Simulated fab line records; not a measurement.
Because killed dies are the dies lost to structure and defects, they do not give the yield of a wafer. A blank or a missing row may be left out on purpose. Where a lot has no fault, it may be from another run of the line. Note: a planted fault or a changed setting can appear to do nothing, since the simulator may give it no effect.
Matching of chambers || flow gf180mcu || 4 sister chambers for GF_SAB_ETCH_11 on rieDiel-04
The step etches SiO2 in C4F8/O2/Ar, target depth 55 nm, time 8.5 s. 24 wafers are shown with their chamber, then 12 later ones without.

## WAFERS PAIRED WITH THEIR CHAMBERS
{"wafer": "L074.3", "chamber": 0, "oesProductAu (a.u.)": 1.019}
{"wafer": "L074.5", "chamber": 3, "oesProductAu (a.u.)": 1.005}
{"wafer": "L074.6", "chamber": 0, "oesProductAu (a.u.)": 1.022}
{"wafer": "L077.3", "chamber": 3, "oesProductAu (a.u.)": 1.012}
{"wafer": "L077.5", "chamber": 2, "oesProductAu (a.u.)": 1.020}
{"wafer": "L077.6", "chamber": 1, "oesProductAu (a.u.)": 1.004}
{"wafer": "L079.1", "chamber": 3, "oesProductAu (a.u.)": 1.002}
{"wafer": "L079.4", "chamber": 2, "oesProductAu (a.u.)": 1.014}
{"wafer": "L079.5", "chamber": 3, "oesProductAu (a.u.)": 1.020}
{"wafer": "L082.1", "chamber": 1, "oesProductAu (a.u.)": 1.008}
{"wafer": "L082.2", "chamber": 3, "oesProductAu (a.u.)": 1.005}
{"wafer": "L082.3", "chamber": 2, "oesProductAu (a.u.)": 1.002}
{"wafer": "L083.1", "chamber": 3, "oesProductAu (a.u.)": 1.002}
{"wafer": "L083.2", "chamber": 0, "oesProductAu (a.u.)": 1.008}
{"wafer": "L083.6", "chamber": 2, "oesProductAu (a.u.)": 1.007}
{"wafer": "L087.1", "chamber": 2, "oesProductAu (a.u.)": 1.003}
{"wafer": "L087.5", "chamber": 1, "oesProductAu (a.u.)": 1.001}
{"wafer": "L087.6", "chamber": 2, "oesProductAu (a.u.)": 1.003}
{"wafer": "L089.1", "chamber": 1, "oesProductAu (a.u.)": 0.991}
{"wafer": "L089.2", "chamber": 0, "oesProductAu (a.u.)": 1.011}
{"wafer": "L089.6", "chamber": 3, "oesProductAu (a.u.)": 1.005}
{"wafer": "L091.1", "chamber": 2, "oesProductAu (a.u.)": 0.994}
{"wafer": "L091.2", "chamber": 0, "oesProductAu (a.u.)": 1.018}
{"wafer": "L091.5", "chamber": 2, "oesProductAu (a.u.)": 0.999}

SIGNATURES (means of the wafers above)
{"reading": "oesProductAu", "chamber 0": 1.01560, "chamber 1": 1.00100, "chamber 2": 1.00525, "chamber 3": 1.00729, "scatter within a chamber": 0.00719}
Rule: a wafer's distance from a chamber is the root of the sum, over the readings, of the square of ((its reading less the chamber's mean) divided by the reading's scatter). If the next closest chamber is less than 2 further off than the closest, the wafer can't be placed; otherwise it belongs to the closest. The scatter: the root of (the sum of the squares of (reading less its chamber's mean) over the shown wafers, divided by (wafers less chambers)).

## WAFERS WHOSE CHAMBER IS MISSING
{"wafer": "L093.3", "oesProductAu (a.u.)": 1.000}
{"wafer": "L093.5", "oesProductAu (a.u.)": 1.002}
{"wafer": "L093.6", "oesProductAu (a.u.)": 0.992}
{"wafer": "L095.1", "oesProductAu (a.u.)": 1.016}
{"wafer": "L095.3", "oesProductAu (a.u.)": 1.017}
{"wafer": "L095.6", "oesProductAu (a.u.)": 0.997}
{"wafer": "L096.1", "oesProductAu (a.u.)": 1.006}
{"wafer": "L096.2", "oesProductAu (a.u.)": 1.009}
{"wafer": "L096.3", "oesProductAu (a.u.)": 0.997}
{"wafer": "L096.4", "oesProductAu (a.u.)": 1.004}
{"wafer": "L096.5", "oesProductAu (a.u.)": 1.009}
{"wafer": "L096.6", "oesProductAu (a.u.)": 1.019}

## CHAMBER TAKEN BY EACH
{"wafer": "L093.3", "from the rows above": "can't be placed: 1 or 2 or 3", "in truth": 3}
{"wafer": "L093.5", "from the rows above": "can't be placed: 1 or 2 or 3 or 0", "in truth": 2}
{"wafer": "L093.6", "from the rows above": "can't be placed: 1 or 2 or 3", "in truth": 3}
{"wafer": "L095.1", "from the rows above": "can't be placed: 0 or 3 or 2", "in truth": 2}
{"wafer": "L095.3", "from the rows above": "can't be placed: 0 or 3 or 2", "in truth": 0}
{"wafer": "L095.6", "from the rows above": "can't be placed: 1 or 2 or 3", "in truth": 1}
{"wafer": "L096.1", "from the rows above": "can't be placed: 2 or 3 or 1 or 0", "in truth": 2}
{"wafer": "L096.2", "from the rows above": "can't be placed: 3 or 2 or 0 or 1", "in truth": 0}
{"wafer": "L096.3", "from the rows above": "can't be placed: 1 or 2 or 3", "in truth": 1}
{"wafer": "L096.4", "from the rows above": "can't be placed: 2 or 1 or 3 or 0", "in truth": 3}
{"wafer": "L096.5", "from the rows above": "can't be placed: 3 or 2 or 0 or 1", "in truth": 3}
{"wafer": "L096.6", "from the rows above": "can't be placed: 0 or 3 or 2", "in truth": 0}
0 of 12 placed correctly. These rows do not allow placing 12 (true chamber among the candidates in 12). Placed wrongly: 0.
